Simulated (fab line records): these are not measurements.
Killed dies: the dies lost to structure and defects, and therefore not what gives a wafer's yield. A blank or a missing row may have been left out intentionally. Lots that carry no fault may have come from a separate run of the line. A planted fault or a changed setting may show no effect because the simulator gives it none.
The same fault as seen by 2 desks -- flow sky130 -- each desk has only its own numbers; what lay behind them comes last

== FOR THE TOOL OWNER'S DESK: rtp anneal-02 ==
At SKY_SD_N_RTA_14 (time 2 s), the tool's own readings, given per lot that ran on this tool as the mean of the sampled wafers with a number. Marked OUT: a lot whose mean sits more than 4 standard deviations from the usual mean, which makes it out of limits; the brackets give that distance.
Columns: A = chamber o2 ppm at SKY_SD_N_RTA_14, usual 1.998; B = lamp power pct at SKY_SD_N_RTA_14, usual 15.74 %; C = wafer_temp_C_max at SKY_SD_N_RTA_14, usual 1078.1
lot,first seen here,A,B,C
L419,day 29 17:31,1.999,15.73,1078.2
L420,day 30 12:51,2.003,15.73,1078.8
L423,day 30 22:28,1.995,15.75,1078.1
L424,day 31 18:49,1.973,14.68 (-20) OUT,1078.6
L426,day 32 02:04,2.010,14.68 (-20) OUT,1077.9
L437,day 35 11:40,2.030,15.72,1077.6
L439,day 36 04:33,1.985,15.78,1078.2
This desk's finding: out of limits on L424, L426; first on L424, day 31 18:49 (lamp power pct at SKY_SD_N_RTA_14). L419, L420, L423, L437, L439 stayed within limits.

== FROM THE METROLOGY DESK ==
What the gauges read, lot by lot, whatever tool the lot ran on: means of the sampled wafers that have a number. Marked OUT: a lot whose mean sits more than 4 standard deviations from the usual mean, which makes it out of limits; the brackets give that distance.
Columns: A = SD_N_RS at SKY_SD_N_RS_MEAS_16, usual 68.52 ohm/sq; B = SD_P_RS at SKY_SD_N_RS_MEAS_17, usual 146.9 ohm/sq
lot,first seen here,A,B
L419,day 29 17:43,68.55,147.1
L420,day 30 13:01,68.65,147.3
L421,day 30 16:01,68.48,146.9
L423,day 30 22:39,68.45,147.0
L424,day 31 18:59,73.20 (+47) OUT,174.8 (+80) OUT
L426,day 32 02:16,73.34 (+48) OUT,175.4 (+81) OUT
L428,day 33 04:40,68.59,146.9
L434,day 34 10:02,68.37,146.5
L437,day 35 11:51,68.54,147.3
L438,day 35 14:25,68.60,146.7
L439,day 36 04:44,68.45,146.9
This desk reports L424, L426 out of limits; the earliest was L424 at day 31 18:59 (SD_N_RS at SKY_SD_N_RS_MEAS_16). L419, L420, L421, L423, L428, L434, L437, L438, L439 stayed within limits.

== PUT TOGETHER ==
At day 31 18:49, on L424, L426, the tool owner's desk was in a position to raise an alarm.
Metrology desk: alarm possible at day 31 18:59 on L424, L426.
All the named lots went through SKY_SD_N_RTA_14 on rtp anneal-02.

== WHAT HAD BEEN PUT IN BY THE SIMULATOR ==
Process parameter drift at SKY_SD_N_RTA_14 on rtp anneal-02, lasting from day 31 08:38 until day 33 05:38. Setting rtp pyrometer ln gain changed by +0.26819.
Shown lots that were struck: L424, L426.
Delay (hours) between the fault's onset and each desk's first out-of-limits reading: 10 at the tool owner's desk, 10 at the metrology desk.
